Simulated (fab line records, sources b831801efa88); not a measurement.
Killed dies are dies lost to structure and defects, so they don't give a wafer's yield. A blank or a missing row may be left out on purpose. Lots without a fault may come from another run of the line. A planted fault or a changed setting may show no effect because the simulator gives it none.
Which tool did it? | flow sky130 | 24 lots, 72 wafers sampled, at 6 steps of a route of 708

WHAT THE GAUGES READ, wafer by wafer
SKY_FIELD_ISO_BOW_MEAS_00.
lot  | measured    | on            | INCOMING_BOW (um)
L074 | day 1 10:00 | film_metro-04 | -6 6 7
L075 | day 1 15:00 | film_metro-02 | 0 8 8
L076 | day 1 20:00 | film_metro-04 | 6 1 0
L077 | day 2 01:00 | film_metro-02 | -1 -12 -3
L078 | day 2 06:04 | film_metro-02 | -4 6 5
L079 | day 2 11:00 | film_metro-04 | 7 -2 16
L080 | day 2 16:01 | film_metro-02 | 1 8 -2
L081 | day 2 21:01 | film_metro-04 | -18 1 3
L082 | day 3 02:00 | film_metro-02 | -3 13 -8
L083 | day 3 07:00 | film_metro-04 | 14 -6 6
L084 | day 3 12:00 | film_metro-04 | 10 3 4
L085 | day 3 17:00 | film_metro-04 | 4 11 -7
L086 | day 3 22:00 | film_metro-01 | -3 -2 2
L087 | day 4 03:00 | film_metro-04 | -5 -1 -2
L088 | day 4 08:00 | film_metro-01 | 3 -13 -8
L089 | day 4 13:01 | film_metro-01 | -1 4 5
L090 | day 4 18:01 | film_metro-04 | 12 4 -3
L091 | day 4 23:00 | film_metro-02 | -8 -7 -12
L092 | day 5 04:00 | film_metro-02 | 1 -9 -5
L093 | day 5 09:04 | film_metro-01 | 1 7 4
L094 | day 5 14:02 | film_metro-04 | 2 2 -4
L095 | day 5 19:01 | film_metro-04 | 0 2 1
L096 | day 6 00:01 | film_metro-01 | -5 -4 1
L097 | day 6 05:00 | film_metro-01 | 3 0 -7

SKY_LI_CONTACT_THK_MEAS_23: measures by xrf.
lot  | measured     | on            | LI_CONTACT_W_THK (nm)
L074 | day 29 05:53 | film_metro-04 | 406 404 406
L075 | day 29 16:49 | film_metro-04 | 404 394 400
L076 | day 30 01:53 | film_metro-04 | 408 392 405
L077 | day 30 09:55 | film_metro-04 | 388 402 409
L078 | day 30 21:34 | film_metro-01 | 391 403 391
L079 | day 31 11:50 | film_metro-03 | 394 401 396
L080 | day 31 11:58 | film_metro-01 | 396 385 394
L081 | day 31 13:24 | film_metro-03 | 401 396 394
L082 | day 32 21:53 | film_metro-01 | 400 402 395
L083 | day 32 22:32 | film_metro-01 | 406 388 391
L084 | day 32 23:17 | film_metro-03 | 387 387 390
L085 | day 33 03:50 | film_metro-01 | 398 394 397
L086 | day 33 12:14 | film_metro-04 | 407 407 409
L087 | day 34 06:26 | film_metro-01 | 399 401 405
L088 | day 34 07:17 | film_metro-03 | 387 386 397
L089 | day 34 19:10 | film_metro-01 | 397 399 395
L090 | day 34 17:14 | film_metro-04 | 401 394 408
L091 | day 34 21:53 | film_metro-01 | 399 401 404
L092 | day 35 08:17 | film_metro-03 | 403 392 397
L093 | day 35 14:31 | film_metro-03 | 404 395 406
L094 | day 35 20:21 | film_metro-03 | 405 398 402
L095 | day 36 07:57 | film_metro-04 | 390 390 394
L096 | day 36 14:42 | film_metro-04 | 399 402 399
L097 | day 36 15:35 | film_metro-04 | 404 400 398

SKY_VIA3_BOW_MEAS_03.
lot  | measured     | on            | VIA3_BOW (um)
L074 | day 38 17:29 | film_metro-04 | 82 94 94
L075 | day 39 04:01 | film_metro-01 | 73 81 82
L076 | day 39 11:12 | film_metro-03 | 90 83 84
L077 | day 39 19:13 | film_metro-04 | 73 63 71
L078 | day 40 05:13 | film_metro-04 | 70 79 80
L079 | day 40 16:41 | film_metro-03 | 83 73 92
L080 | day 40 17:31 | film_metro-01 | 78 85 76
L081 | day 40 18:36 | film_metro-01 | 53 72 75
L082 | day 41 23:37 | film_metro-04 | 77 95 74
L083 | day 42 00:41 | film_metro-03 | 98 77 88
L084 | day 42 01:38 | film_metro-04 | 91 83 86
L085 | day 42 06:27 | film_metro-01 | 87 94 76
L086 | day 42 13:34 | film_metro-03 | 73 77 78
L087 | day 43 06:31 | film_metro-01 | 73 77 75
L088 | day 43 07:17 | film_metro-01 | 87 72 75
L089 | day 43 17:02 | film_metro-04 | 73 80 82
L090 | day 43 15:47 | film_metro-03 | 87 80 73
L091 | day 43 18:29 | film_metro-03 | 72 74 69
L092 | day 44 01:47 | film_metro-03 | 77 67 72
L093 | day 44 09:39 | film_metro-04 | 83 91 86
L094 | day 44 15:46 | film_metro-01 | 79 79 74
L095 | day 45 01:58 | film_metro-04 | 81 82 82
L096 | day 45 04:23 | film_metro-03 | 76 76 80
L097 | day 45 05:19 | film_metro-03 | 84 79 74

SKY_VIA3_RS_MEAS_22: measures by four-point-probe.
lot  | measured     | on            | VIA3_W_RS (ohm/sq)
L074 | day 39 19:33 | film_metro-03 | 0.291 0.299 0.297
L075 | day 40 06:58 | film_metro-01 | 0.293 0.295 0.296
L076 | day 40 12:50 | film_metro-01 | 0.288 0.287 0.293
L077 | day 40 21:09 | film_metro-01 | 0.290 0.295 0.296
L078 | day 41 06:55 | film_metro-04 | 0.297 0.291 0.297
L079 | day 41 17:55 | film_metro-04 | 0.296 0.292 0.289
L080 | day 41 18:29 | film_metro-04 | 0.295 0.298 0.287
L081 | day 41 19:55 | film_metro-03 | 0.298 0.301 0.295
L082 | day 43 00:13 | film_metro-01 | 0.296 0.294 0.290
L083 | day 43 01:12 | film_metro-04 | 0.295 0.287 0.289
L084 | day 43 02:42 | film_metro-03 | 0.288 0.297 0.295
L085 | day 43 07:40 | film_metro-01 | 0.295 0.289 0.288
L086 | day 43 13:59 | film_metro-03 | 0.288 0.297 0.295
L087 | day 44 05:55 | film_metro-01 | 0.292 0.293 0.292
L088 | day 44 06:37 | film_metro-03 | 0.296 0.291 0.287
L089 | day 44 16:23 | film_metro-03 | 0.296 0.295 0.286
L090 | day 44 16:37 | film_metro-04 | 0.295 0.293 0.294
L091 | day 44 18:16 | film_metro-01 | 0.292 0.293 0.291
L092 | day 45 01:14 | film_metro-03 | 0.287 0.286 0.296
L093 | day 45 09:07 | film_metro-04 | 0.290 0.298 0.291
L094 | day 45 15:04 | film_metro-03 | 0.288 0.287 0.288
L095 | day 46 00:23 | film_metro-01 | 0.301 0.292 0.291
L096 | day 46 01:47 | film_metro-01 | 0.294 0.301 0.303
L097 | day 46 04:12 | film_metro-04 | 0.297 0.287 0.296

SKY_METAL4_CD_MEAS_13: target cd 300 nm.
lot  | measured     | on        | cd_nm (nm)
L074 | day 41 22:01 | cd_sem-01 | 298.0 298.3 298.4
L075 | day 42 09:10 | cd_sem-02 | 298.4 297.9 298.8
L076 | day 42 14:44 | cd_sem-02 | 299.1 299.5 298.0
L077 | day 42 21:20 | cd_sem-02 | 297.6 297.3 298.4
L078 | day 43 08:32 | cd_sem-02 | 298.1 298.9 296.4
L079 | day 43 18:08 | cd_sem-01 | 299.4 300.2 299.2
L080 | day 43 19:44 | cd_sem-01 | 299.8 299.0 299.0
L081 | day 43 19:58 | cd_sem-01 | 300.6 298.5 299.3
L082 | day 44 22:31 | cd_sem-01 | 299.5 298.7 297.9
L083 | day 44 23:49 | cd_sem-02 | 300.9 300.7 299.9
L084 | day 45 01:38 | cd_sem-01 | 302.1 299.7 300.6
L085 | day 45 05:29 | cd_sem-02 | 301.4 300.2 300.5
L086 | day 45 12:05 | cd_sem-02 | 299.8 300.6 299.8
L087 | day 46 02:28 | cd_sem-01 | 299.2 299.6 301.1
L088 | day 46 03:26 | cd_sem-02 | 301.4 301.4 301.3
L089 | day 46 12:38 | cd_sem-01 | 302.1 301.4 302.6
L090 | day 46 13:07 | cd_sem-01 | 300.2 300.1 300.8
L091 | day 46 14:32 | cd_sem-02 | 300.6 299.9 300.8
L092 | day 46 20:14 | cd_sem-01 | 299.1 300.0 298.7
L093 | day 47 05:26 | cd_sem-01 | 299.7 298.8 300.1
L094 | day 47 10:22 | cd_sem-01 | 299.8 298.4 299.1
L095 | day 47 18:32 | cd_sem-01 | 300.0 299.6 299.7
L096 | day 47 20:02 | cd_sem-02 | 299.7 299.7 300.6
L097 | day 47 21:35 | cd_sem-01 | 299.6 300.4 301.1

WHICH TOOL RAN EACH LOT (tool, then ch and the chambers of the sampled wafers, then the start)
lot  | SKY_CAP2M_METAL_ETCH_13
L074 | rie_metal-04 ch 0,1, day 40 21:07
L075 | rie_metal-02 ch 0,1, day 41 08:25
L076 | rie_metal-04 ch 0,1, day 41 13:55
L077 | rie_metal-02 ch 0,1, day 41 21:52
L078 | rie_metal-02 ch 0,1, day 42 07:29
L079 | rie_metal-04 ch 0,1, day 42 17:52
L080 | rie_metal-01 ch 0,1, day 42 19:13
L081 | rie_metal-02 ch 0,1, day 42 20:19
L082 | rie_metal-01 ch 0,1, day 43 23:43
L083 | rie_metal-01 ch 0,1, day 44 00:31
L084 | rie_metal-02 ch 0,1, day 44 02:16
L085 | rie_metal-01 ch 0,1, day 44 07:19
L086 | rie_metal-02 ch 0,1, day 44 13:43
L087 | rie_metal-04 ch 0,1, day 45 04:07
L088 | rie_metal-02 ch 0, day 45 05:13
L089 | rie_metal-02 ch 0,1, day 45 14:34
L090 | rie_metal-01 ch 0,1, day 45 14:52
L091 | rie_metal-01 ch 0,1, day 45 17:04
L092 | rie_metal-04 ch 0,1, day 45 23:07
L093 | rie_metal-04 ch 0,1, day 46 07:21
L094 | rie_metal-01 ch 0,1, day 46 13:05
L095 | rie_metal-02 ch 0,1, day 46 21:58
L096 | rie_metal-01 ch 0,1, day 46 22:55
L097 | rie_metal-04 ch 0,1, day 47 01:16
- SKY_CAP2M_METAL_ETCH_13: etches TiN in Cl2/BCl3, stops on SiO2, target depth 220 nm, time 62.9 s.

WHAT THE TOOLS THEMSELVES READ (means of the sampled wafers that have a number; where no wafer has one, the mark that the record gives instead)
SKY_CAP2M_METAL_ETCH_13.
lot  | tool         | drypump_motor_current_A (A) | oes_product_au (a.u.) | throttle_valve_pct (%)
L074 | rie_metal-04 | 5.6                         | 0.941                 | 21.901
L075 | rie_metal-02 | 5.9                         | 0.936                 | 21.909
L076 | rie_metal-04 | 5.6                         | 0.931                 | 21.913
L077 | rie_metal-02 | 5.9                         | 0.936                 | 21.905
L078 | rie_metal-02 | 5.6                         | 0.934                 | 21.904
L079 | rie_metal-04 | 5.6                         | 0.942                 | 21.912
L080 | rie_metal-01 | 5.2                         | 0.940                 | 21.913
L081 | rie_metal-02 | 5.9                         | 0.937                 | 21.906
L082 | rie_metal-01 | 5.2                         | 0.951                 | 21.904
L083 | rie_metal-01 | 5.2                         | 0.954                 | 21.895
L084 | rie_metal-02 | 5.6                         | 0.940                 | 21.897
L085 | rie_metal-01 | 5.1                         | 0.940                 | 21.899
L086 | rie_metal-02 | 5.6                         | 0.950                 | 21.905
L087 | rie_metal-04 | 5.5                         | 0.936                 | 21.903
L088 | rie_metal-02 | 6.2                         | 0.942                 | 21.902
L089 | rie_metal-02 | 5.9                         | 0.928                 | 21.912
L090 | rie_metal-01 | 5.2                         | 0.947                 | 21.898
L091 | rie_metal-01 | 5.1                         | 0.939                 | 21.908
L092 | rie_metal-04 | 5.5                         | 0.939                 | 21.904
L093 | rie_metal-04 | 5.5                         | 0.939                 | 21.905
L094 | rie_metal-01 | 5.2                         | 0.930                 | 21.904
L095 | rie_metal-02 | 5.6                         | 0.947                 | 21.905
L096 | rie_metal-01 | 5.2                         | 0.938                 | 21.904
L097 | rie_metal-04 | 5.5                         | 0.941                 | 21.893

THE ANSWER, worked out from the rows above alone
Rule: what is usual is taken from the lots themselves. Put in order of their means at a reading, lots are off if they are a third of the lots or fewer, leave a main group of 4 or more, and stand apart from it by a gap of 3 or more times the standard deviation of the main group's means; of several such gaps the widest counts. A main group whose means are all the same, to the digits that the tables above print for the reading, isn't used. A lot without any number at a reading at which 4 lots or more have one is off too. The other lots that the step has rows for count as sound. The gauges are gone through in route order, then the tools' own readings, and for those a lot's mean is taken as printed above. The first step at which some lot is off is used, and at that step the reading that is off furthest; a lot without a number counts as furthest.
No lot is off at any reading shown: from this, nothing can be told.

WHAT THE SIMULATOR HAD PUT IN
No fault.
